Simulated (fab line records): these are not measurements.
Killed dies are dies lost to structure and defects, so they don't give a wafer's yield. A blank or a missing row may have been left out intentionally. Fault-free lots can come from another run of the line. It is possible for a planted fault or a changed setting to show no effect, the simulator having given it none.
8D (eight disciplines) problem report, filled in by code    flow sky130    the parts of the form that need people (team, actions taken, sign-off) are left out

## 1. THE PROBLEM
PAD_OPEN_BOW at SKY_PAD_OPEN_BOW_MEAS_13 reads a mean of 112 um on 6 wafers of 2 lots; wafers without a fault read 48 um with a standard deviation of 9.1. That puts it +7.0 standard deviations away from the usual mean.
Earliest sighting: wafer L146.1 on film-metro-03 at day 47 11:49. Wafers with a number at this step in the record: 30, from 10 lots. The rule behind "out" and "out of limits": a value lying over 4 standard deviations away from the usual mean. The rest of the wafers with a number are treated as sound.

## 2. WHAT IT IS AND WHAT IT IS NOT
question                     is                            is not
which readings at this step  PAD_OPEN_BOW                  -
which lots                   L146, L147                    L142, L144, L151, L155, L156, L158, L161, L162
which wafers of those lots   all that have a number        -
read on which gauges         film-metro-02, film-metro-03  -
when                         from day 47 11:49             up to then (6 sound wafers); but 18 sound wafers of L151, L155, L156, L158, L161, L162 came after

## 3. WHAT RULES OUT EACH SUSPECT
Counting: a tool at any process step up to the reading remains a suspect when it ran all the lots that are out and ran no sound lot after the first of those.
- the gauge at SKY_PAD_OPEN_BOW_MEAS_13 is ruled out. Those wafers that are out were read across 2 gauges (film-metro-02, film-metro-03).
- plasma-asher-04 at SKY_PAD_OPEN_STRIP_08 (strips in O2/N2): ruled out as a lasting fault. The sound lots L151 went through it after L146, its earliest lot that is out (day 47 09:43).
- furnace-02 at SKY_PAD_OPEN_ANNEAL_12: ruled out as a lasting fault. The sound lots L151, L155, L156, L158, L162 went through it after L146, its earliest lot that is out (day 47 10:19).
Left after counting: nothing in the record.

## 4. THE CAUSE (what the simulator had put in)
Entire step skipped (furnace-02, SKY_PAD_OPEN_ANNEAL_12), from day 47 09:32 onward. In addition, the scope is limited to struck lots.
The count ruled it out by mistake, since the rule takes a fault to strike every lot its tool runs from the start of the fault on, and this one did not do so.

## 5. THE EFFECT CHAIN, in route order
Each row: a reading where the mean over the struck wafers with a number is more than 3 standard deviations away from the usual. Only readings for which the record gives a usual standard deviation are gone through. hours: the time from each lot's start at the first step in this table that gives one to its start at this step, as a median over the lots. sigmas: the change in usual standard deviations.
hours  step                      reading       usual  on struck wafers  change  sigmas
0      SKY_PAD_OPEN_BOW_MEAS_13  PAD_OPEN_BOW  48 um  112               +64     +7.0
Readings that are blank on the struck wafers while sound wafers have them: ramp-down-c-per-min at SKY_PAD_OPEN_ANNEAL_12; ramp-up-c-per-min at SKY_PAD_OPEN_ANNEAL_12; zone-power-upper-pct at SKY_PAD_OPEN_ANNEAL_12.

## 6. WHAT WOULD HAVE CAUGHT IT SOONER
Counted from the fault's start at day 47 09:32, it took 2 hours until the first out-of-limits reading at a measuring or inspecting step in this record, taken at day 47 11:49.
At SKY_PAD_OPEN_ANNEAL_12 the tool's readings are blank on the struck wafers, where sound wafers have them: an empty tool record is the first sign, and it was there at once.
